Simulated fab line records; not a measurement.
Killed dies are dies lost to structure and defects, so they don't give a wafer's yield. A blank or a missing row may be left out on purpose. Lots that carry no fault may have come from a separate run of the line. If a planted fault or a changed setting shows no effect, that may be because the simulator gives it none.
Which tool did it? :: flow gf180mcu :: 7 lots, 21 wafers sampled, at 3 steps of a route of 602

== WHAT THE GAUGES SHOWED, per wafer ==
GF_V1_THK_MEAS_03.
lot: L946
measured: day 18 02:54
on: filmMetro-01
V1_CVD_02_THK (nm): 834 849 855

lot: L956
measured: day 22 10:31
on: filmMetro-04
V1_CVD_02_THK (nm): 854 847 861

lot: L958
measured: day 23 05:56
on: filmMetro-01
V1_CVD_02_THK (nm): 841 853 854

lot: L961
measured: day 23 15:07
on: filmMetro-01
V1_CVD_02_THK (nm): 832 846 850

lot: L962
measured: day 24 11:40
on: filmMetro-04
V1_CVD_02_THK (nm): 850 843 870

lot: L966
measured: day 25 04:29
on: filmMetro-04
V1_CVD_02_THK (nm): 836 852 855

== WHICH TOOL RAN EACH LOT (tool, then ch and the chambers of the sampled wafers, then the start) ==
lot: L946
GF_SAB_STRIP_13: plasmaAsher-02 ch 0,1, day 16 01:05
GF_CONTACT_DEVELOP_13: lithoTrack-01 ch 0, day 17 00:37

lot: L952
GF_SAB_STRIP_13: plasmaAsher-01 ch 1, day 18 20:10
GF_CONTACT_DEVELOP_13: lithoTrack-03, day 19 21:04

lot: L956
GF_SAB_STRIP_13: plasmaAsher-02 ch 0,1, day 20 06:04
GF_CONTACT_DEVELOP_13: lithoTrack-02 ch 0, day 21 07:53

lot: L958
GF_SAB_STRIP_13: plasmaAsher-02 ch 0,1, day 21 03:56
GF_CONTACT_DEVELOP_13: lithoTrack-02 ch 0, day 22 04:44

lot: L961
GF_SAB_STRIP_13: plasmaAsher-01 ch 1, day 21 12:35
GF_CONTACT_DEVELOP_13: lithoTrack-03 ch 0, day 22 13:31

lot: L962
GF_SAB_STRIP_13: plasmaAsher-03 ch 0,1, day 22 09:35
GF_CONTACT_DEVELOP_13: lithoTrack-03 ch 0, day 23 10:11

lot: L966
GF_SAB_STRIP_13: plasmaAsher-02 ch 0, day 23 04:08
GF_CONTACT_DEVELOP_13: lithoTrack-03 ch 0, day 24 03:48
- GF_SAB_STRIP_13: strips in O2/N2.
- GF_CONTACT_DEVELOP_13: develop time 60 s.

== THE ANSWER, worked out from the rows above alone ==
Rule: what is usual is taken from the lots themselves. Put in order of their means at a reading, lots are off if they are a third of the lots or fewer, leave a main group of 4 or more, and stand apart from it by a gap of 3 or more times the standard deviation of the main group's means; of several such gaps the widest counts. The tables above print the reading to a certain number of digits; a main group whose means all agree to those digits is not used. A lot without any number at a reading at which 4 lots or more have one is off too. All remaining lots with rows at the step are treated as sound.
Nothing can be told from this: no lot is off at any reading shown.

== WHAT WAS PUT IN BY THE SIMULATOR ==
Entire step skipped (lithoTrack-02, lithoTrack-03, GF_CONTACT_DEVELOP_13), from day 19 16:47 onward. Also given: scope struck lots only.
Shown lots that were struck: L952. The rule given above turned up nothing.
